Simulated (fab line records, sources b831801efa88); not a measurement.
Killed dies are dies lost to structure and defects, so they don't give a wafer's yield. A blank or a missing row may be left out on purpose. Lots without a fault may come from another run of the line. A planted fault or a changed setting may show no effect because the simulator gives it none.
Which tool did it? | flow sky130 | 24 lots, 72 wafers sampled, at 4 steps of a route of 708

WHAT THE GAUGES READ, wafer by wafer
SKY_VT_ADJUST_LVTN_TW_MEAS_21.
lot  | measured     | on            | VT_ADJUST_LVTN_2_TW
L074 | day 7 18:15  | film_metro-02 | 186.2 186.4 184.8
L075 | day 8 01:31  | film_metro-03 | 189.3 188.7 188.5
L076 | day 8 10:15  | film_metro-02 | 184.6 184.0 184.1
L077 | day 8 16:22  | film_metro-02 | 184.8 183.3 184.2
L078 | day 8 22:35  | film_metro-02 | 182.8 183.3 184.2
L079 | day 9 01:26  | film_metro-02 | 185.2 185.5 184.2
L080 | day 9 12:29  | film_metro-02 | 185.2 185.6 185.0
L081 | day 9 19:23  | film_metro-02 | 185.1 184.8 185.7
L082 | day 9 22:21  | film_metro-03 | 187.1 187.1 187.7
L083 | day 10 03:44 | film_metro-04 | 191.2 191.9 192.0
L084 | day 10 11:59 | film_metro-03 | 188.2 187.6 188.5
L085 | day 10 21:13 | film_metro-04 | 190.9 191.9 191.5
L086 | day 11 00:27 | film_metro-02 | 183.9 183.7 183.7
L087 | day 11 08:26 | film_metro-02 | 184.1 182.8 183.9
L088 | day 11 18:35 | film_metro-03 | 188.1 188.0 186.7
L089 | day 12 04:23 | film_metro-03 | 187.8 188.8 186.1
L090 | day 12 11:59 | film_metro-02 | 186.2 185.2 184.9
L091 | day 12 12:04 | film_metro-04 | 190.5 191.2 191.5
L092 | day 12 15:42 | film_metro-04 | 190.8 191.0 192.3
L093 | day 13 02:31 | film_metro-03 | 188.8 188.5 188.4
L094 | day 13 12:41 | film_metro-03 | 188.0 187.8 187.8
L095 | day 13 20:13 | film_metro-02 | 184.9 183.8 183.8
L096 | day 14 04:33 | film_metro-04 | 190.7 190.7 191.2
L097 | day 14 12:29 | film_metro-02 | 185.6 185.0 185.4

SKY_SONOS_ONO_OVL_MEAS_14.
lot  | measured     | on         | SONOS_ONO_OVL (nm)
L074 | day 12 16:18 | overlay-02 | -4.0 -1.8 -0.3
L075 | day 13 02:03 | overlay-01 | -0.9 -3.3 -2.1
L076 | day 13 11:16 | overlay-02 | -0.3 -0.2 -0.8
L077 | day 13 19:37 | overlay-01 | -1.3 -0.4 -1.7
L078 | day 14 03:48 | overlay-01 | -1.2 -0.9 -1.0
L079 | day 14 08:46 | overlay-02 | -1.3 1.7 -0.4
L080 | day 14 22:32 | overlay-02 | -0.9 -1.2 -0.7
L081 | day 15 05:10 | overlay-01 | 0.4 -1.1 0.3
L082 | day 15 12:12 | overlay-01 | -1.0 -0.2 -1.6
L083 | day 15 12:22 | overlay-02 | -1.8 -0.3 -0.3
L084 | day 16 01:34 | overlay-01 | -3.3 -1.0 -1.5
L085 | day 16 10:01 | overlay-01 | -0.4 -2.3 0.6
L086 | day 16 13:17 | overlay-02 | -3.3 -2.4 -2.5
L087 | day 16 23:07 | overlay-02 | -0.7 -0.6 -1.3
L088 | day 17 10:54 | overlay-01 | -2.6 -1.8 -3.1
L089 | day 17 22:31 | overlay-01 | -2.4 -2.9 -2.9
L090 | day 18 09:52 | overlay-01 | -3.9 -1.8 -1.7
L091 | day 18 10:26 | overlay-02 | 1.1 0.2 2.4
L092 | day 18 13:53 | overlay-01 | -1.5 -2.6 -3.7
L093 | day 19 04:16 | overlay-02 | -2.1 -1.4 -1.8
L094 | day 19 16:16 | overlay-01 | 0.1 1.1 -0.7
L095 | day 20 01:09 | overlay-01 | -2.1 -2.0 -0.3
L096 | day 20 10:14 | overlay-01 | -0.6 1.0 1.4
L097 | day 20 21:37 | overlay-02 | 2.4 2.4 2.3

SKY_LOCAL_INTERCONNECT_OVL_MEAS_12.
lot  | measured     | on         | LOCAL_INTERCONNECT_OVL (nm)
L074 | day 30 09:02 | overlay-02 | -1 3 4
L075 | day 30 20:20 | overlay-01 | 12 8 12
L076 | day 31 04:39 | overlay-01 | 4 10 -2
L077 | day 31 19:33 | overlay-01 | 8 0 -1
L078 | day 31 21:26 | overlay-02 | 4 8 8
L079 | day 32 04:54 | overlay-01 | 5 6 7
L080 | day 32 15:03 | overlay-01 | 10 3 1
L081 | day 32 22:24 | overlay-01 | -8 0 -8
L082 | day 33 01:48 | overlay-02 | -4 0 -9
L083 | day 33 10:35 | overlay-02 | 9 3 11
L084 | day 33 18:44 | overlay-02 | 0 6 6
L085 | day 34 07:32 | overlay-02 | 16 10 7
L086 | day 34 08:56 | overlay-02 | 0 0 10
L087 | day 34 15:09 | overlay-01 | 3 -2 -4
L088 | day 35 04:44 | overlay-01 | 1 0 2
L089 | day 35 11:21 | overlay-01 | 11 10 16
L090 | day 35 20:56 | overlay-02 | 5 3 9
L091 | day 35 23:41 | overlay-01 | 6 8 2
L092 | day 36 00:33 | overlay-01 | 6 6 7
L093 | day 36 12:20 | overlay-01 | 15 3 0
L094 | day 36 19:35 | overlay-02 | 1 9 6
L095 | day 37 07:33 | overlay-02 | 6 3 6
L096 | day 37 10:38 | overlay-01 | 6 2 6
L097 | day 38 01:45 | overlay-02 | 3 7 4

WHICH TOOL RAN EACH LOT (tool, then ch and the chambers of the sampled wafers, then the start)
lot  | SKY_SONOS_ONO_ETCH_15
L074 | rie_diel-01 ch 0,1,2, day 12 16:20
L075 | rie_diel-03 ch 0,2,3, day 13 02:05
L076 | rie_diel-03 ch 0,1,3, day 13 11:17
L077 | rie_diel-03 ch 0,1,2, day 13 19:39
L078 | rie_diel-03 ch 1,2,3, day 14 03:50
L079 | rie_diel-01 ch 1,2, day 14 08:48
L080 | rie_diel-04 ch 0,2,3, day 14 22:34
L081 | rie_diel-03 ch 0,2,3, day 15 05:11
L082 | rie_diel-01 ch 1,3, day 15 12:14
L083 | rie_diel-04 ch 1,3, day 15 12:24
L084 | rie_diel-03 ch 0,1,3, day 16 01:36
L085 | rie_diel-01 ch 1,2,3, day 16 10:03
L086 | rie_diel-01 ch 1,2, day 16 13:20
L087 | rie_diel-04 ch 0,2,3, day 16 23:08
L088 | rie_diel-01 ch 0,1,2, day 17 10:56
L089 | rie_diel-04 ch 0,1,2, day 17 22:32
L090 | rie_diel-01 ch 0,1,2, day 18 09:53
L091 | rie_diel-04 ch 0,1,3, day 18 10:29
L092 | rie_diel-04 ch 0,1,2, day 18 13:56
L093 | rie_diel-03 ch 0,1,3, day 19 04:17
L094 | rie_diel-03 ch 0,1,2, day 19 16:17
L095 | rie_diel-03 ch 0,1,2, day 20 01:11
L096 | rie_diel-01 ch 0,1,2, day 20 10:17
L097 | rie_diel-01 ch 0,3, day 20 21:38
- SKY_SONOS_ONO_ETCH_15: etches the open film in CHF3/O2, target depth 19.52 nm, time 7.8 s.

WHAT THE TOOLS THEMSELVES READ (means of the sampled wafers that have a number; where no wafer has one, the mark that the record gives instead)
SKY_SONOS_ONO_ETCH_15.
lot  | tool        | drypump_motor_current_A (A) | oes_product_au (a.u.) | throttle_valve_pct (%)
L074 | rie_diel-01 | 5.4                         | 0.994                 | 8.832
L075 | rie_diel-03 | 5.8                         | 0.986                 | 8.818
L076 | rie_diel-03 | 5.4                         | 0.990                 | 8.814
L077 | rie_diel-03 | 5.6                         | 1.002                 | 8.824
L078 | rie_diel-03 | 5.4                         | 0.981                 | 8.819
L079 | rie_diel-01 | 5.1                         | 1.004                 | 8.824
L080 | rie_diel-04 | 6.0                         | 0.994                 | 8.824
L081 | rie_diel-03 | 5.7                         | 0.989                 | 8.822
L082 | rie_diel-01 | 5.4                         | 0.994                 | 8.821
L083 | rie_diel-04 | 5.6                         | 0.989                 | 8.824
L084 | rie_diel-03 | 5.5                         | 0.978                 | 8.824
L085 | rie_diel-01 | 5.4                         | 0.998                 | 8.822
L086 | rie_diel-01 | 5.1                         | 0.986                 | 8.826
L087 | rie_diel-04 | 6.0                         | 0.978                 | 8.822
L088 | rie_diel-01 | 5.4                         | 1.001                 | 8.826
L089 | rie_diel-04 | 5.7                         | 0.992                 | 8.823
L090 | rie_diel-01 | 5.4                         | 0.997                 | 8.817
L091 | rie_diel-04 | 5.6                         | 0.990                 | 8.808
L092 | rie_diel-04 | 5.7                         | 0.992                 | 8.826
L093 | rie_diel-03 | 5.4                         | 0.988                 | 8.819
L094 | rie_diel-03 | 5.6                         | 0.991                 | 8.820
L095 | rie_diel-03 | 5.6                         | 0.983                 | 8.819
L096 | rie_diel-01 | 5.5                         | 0.999                 | 8.814
L097 | rie_diel-01 | 6.0                         | 0.998                 | 8.819

THE ANSWER, worked out from the rows above alone
Rule: what is usual is taken from the lots themselves. Put in order of their means at a reading, lots are off if they are a third of the lots or fewer, leave a main group of 4 or more, and stand apart from it by a gap of 3 or more times the standard deviation of the main group's means; of several such gaps the widest counts. A main group whose means are all the same, to the digits that the tables above print for the reading, isn't used. A lot without any number at a reading at which 4 lots or more have one is off too. The other lots that the step has rows for count as sound. The gauges are gone through in route order, then the tools' own readings, and for those a lot's mean is taken as printed above. The first step at which some lot is off is used, and at that step the reading that is off furthest; a lot without a number counts as furthest.
No lot is off at any reading shown: from this, nothing can be told.

WHAT THE SIMULATOR HAD PUT IN
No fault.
